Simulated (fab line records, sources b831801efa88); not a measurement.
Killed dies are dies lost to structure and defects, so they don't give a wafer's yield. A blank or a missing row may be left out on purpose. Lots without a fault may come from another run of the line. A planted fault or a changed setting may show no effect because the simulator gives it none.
Which tool did it? | flow sky130 | 14 lots, 42 wafers sampled, at 4 steps of a route of 708

WHAT THE GAUGES READ, wafer by wafer
SKY_VIA4_RS_MEAS_19: measures by four-point-probe. Usual: VIA4_W_RS 0.227 ohm/sq, standard deviation 0.003.
lot  | measured     | on            | VIA4_W_RS (ohm/sq) | flag
L109 | day 42 23:50 | film_metro-01 | 0.225 0.225 0.226  |
L110 | day 43 16:09 | film_metro-04 | 0.227 0.228 0.226  |
L114 | day 44 21:01 | film_metro-03 | 0.233 0.227 0.228  |
L115 | day 45 00:41 | film_metro-01 | 0.225 0.225 0.223  |
L119 | day 45 23:57 | film_metro-04 | 0.231 0.233 0.229  |
L122 | day 46 20:24 | film_metro-04 | 0.225 0.224 0.231  |
L123 | day 46 22:38 | film_metro-01 | 0.230 0.228 0.226  |
L124 | day 47 05:34 | film_metro-03 | 0.230 0.236 0.232  |
L126 | day 47 12:28 | film_metro-04 | 0.223 0.224 0.225  |
L127 | day 47 17:57 | film_metro-01 | 0.229 0.230 0.230  |
L128 | day 47 21:09 | film_metro-03 | 0.227 0.228 0.228  |
L129 | day 48 05:17 | film_metro-01 | 0.228 0.228 0.227  |
L130 | day 48 22:48 | film_metro-01 | 0.220 0.218 0.226  |
L131 | day 48 23:55 | film_metro-01 | 0.227 0.226 0.226  |

SKY_PASSIVATION_THK_MEAS_01. Usual: PASSIVATION_CVD_00_THK 89.8 nm, standard deviation 1.3.
lot  | measured     | on            | PASSIVATION_CVD_00_THK (nm) | flag
L109 | day 44 01:07 | film_metro-04 | 88.8 89.3 90.8              |
L110 | day 44 15:37 | film_metro-01 | 87.8 90.4 90.4              |
L114 | day 45 17:51 | film_metro-02 | 89.1 87.6 90.8              |
L115 | day 45 23:15 | film_metro-01 | 88.9 91.3 90.4              |
L119 | day 46 22:13 | film_metro-04 | 90.0 91.4 91.6              |
L122 | day 47 17:46 | film_metro-02 | 91.3 89.1 91.9              |
L123 | day 47 19:58 | film_metro-01 | 88.7 89.6 89.6              |
L124 | day 48 03:16 | film_metro-01 | 89.0 89.8 92.1              |
L126 | day 48 09:14 | film_metro-04 | 87.2 88.2 89.8              |
L127 | day 48 14:01 | film_metro-04 | 90.0 92.3 89.8              |
L128 | day 48 17:16 | film_metro-04 | 88.3 89.2 90.2              |
L129 | day 49 01:58 | film_metro-01 | 88.6 87.4 89.6              |
L130 | day 49 18:25 | film_metro-04 | 87.6 89.3 91.1              |
L131 | day 49 18:44 | film_metro-01 | 87.8 87.7 90.3              |

WHICH TOOL RAN EACH LOT (tool, then ch and the chambers of the sampled wafers, then the start)
lot  | SKY_CONTACT_SPUTTER_23       | SKY_VIA4_SPUTTER_17
L109 | pvd_sputter-02, day 31 20:44 | pvd_sputter-02, day 42 23:37
L110 | pvd_sputter-02, day 32 15:22 | pvd_sputter-01, day 43 15:56
L114 | pvd_sputter-04, day 34 00:08 | pvd_sputter-03, day 44 20:49
L115 | pvd_sputter-01, day 34 04:05 | pvd_sputter-03, day 45 00:28
L119 | pvd_sputter-01, day 35 09:50 | pvd_sputter-02, day 45 23:43
L122 | pvd_sputter-04, day 36 10:07 | pvd_sputter-02, day 46 20:10
L123 | pvd_sputter-02, day 36 15:18 | pvd_sputter-03, day 46 22:14
L124 | pvd_sputter-04, day 36 20:48 | pvd_sputter-01, day 47 05:11
L126 | pvd_sputter-02, day 37 12:04 | pvd_sputter-02, day 47 12:15
L127 | pvd_sputter-04, day 37 14:48 | pvd_sputter-01, day 47 17:32
L128 | pvd_sputter-04, day 37 18:25 | pvd_sputter-02, day 47 20:54
L129 | pvd_sputter-01, day 38 03:45 | pvd_sputter-02, day 48 05:04
L130 | pvd_sputter-02, day 39 03:20 | pvd_sputter-03, day 48 22:34
L131 | pvd_sputter-01, day 39 03:59 | pvd_sputter-01, day 48 23:42
- SKY_CONTACT_SPUTTER_23: material TiN, target thk 20 nm, time 80 s.
- SKY_VIA4_SPUTTER_17: material TiN, target thk 20 nm, time 80 s.

WHAT THE TOOLS THEMSELVES READ (means of the sampled wafers that have a number; where no wafer has one, the mark that the record gives instead)
SKY_CONTACT_SPUTTER_23. Usual: throttle_valve_pct 30.5 %, standard deviation 1.1.
lot  | tool           | throttle_valve_pct (%) | flag
L109 | pvd_sputter-02 | 31.5                   |
L110 | pvd_sputter-02 | 29.5                   |
L114 | pvd_sputter-04 | 31.3                   |
L115 | pvd_sputter-01 | 29.8                   |
L119 | pvd_sputter-01 | 30.4                   |
L122 | pvd_sputter-04 | 31.2                   |
L123 | pvd_sputter-02 | 30.6                   |
L124 | pvd_sputter-04 | 31.1                   |
L126 | pvd_sputter-02 | 30.4                   |
L127 | pvd_sputter-04 | 31.3                   |
L128 | pvd_sputter-04 | 31.6                   |
L129 | pvd_sputter-01 | 30.1                   |
L130 | pvd_sputter-02 | 29.3                   |
L131 | pvd_sputter-01 | 29.9                   |

SKY_VIA4_SPUTTER_17. Usual: throttle_valve_pct 30.0 %, standard deviation 0.81.
lot  | tool           | throttle_valve_pct (%) | flag
L109 | pvd_sputter-02 | 29.6                   |
L110 | pvd_sputter-01 | 29.4                   |
L114 | pvd_sputter-03 | 29.6                   |
L115 | pvd_sputter-03 | 29.9                   |
L119 | pvd_sputter-02 | 30.7                   |
L122 | pvd_sputter-02 | 31.5                   |
L123 | pvd_sputter-03 | 30.0                   |
L124 | pvd_sputter-01 | 30.2                   |
L126 | pvd_sputter-02 | 29.7                   |
L127 | pvd_sputter-01 | 30.4                   |
L128 | pvd_sputter-02 | 31.4                   |
L129 | pvd_sputter-02 | 30.3                   |
L130 | pvd_sputter-03 | 29.8                   |
L131 | pvd_sputter-01 | 30.7                   |

THE ANSWER, worked out from the rows above alone
Rule: a lot is off if the mean of its wafers that have a number lies more than 3 standard deviations from the usual mean. A lot without any number at a reading at which 4 lots or more have one is off too. The other lots that the step has rows for count as sound. The gauges are gone through in route order, then the tools' own readings, and for those a lot's mean is taken as printed above. The first step at which some lot is off is used, and at that step the reading that is off furthest; a lot without a number counts as furthest.
No lot is off at any reading shown: from this, nothing can be told.

WHAT THE SIMULATOR HAD PUT IN
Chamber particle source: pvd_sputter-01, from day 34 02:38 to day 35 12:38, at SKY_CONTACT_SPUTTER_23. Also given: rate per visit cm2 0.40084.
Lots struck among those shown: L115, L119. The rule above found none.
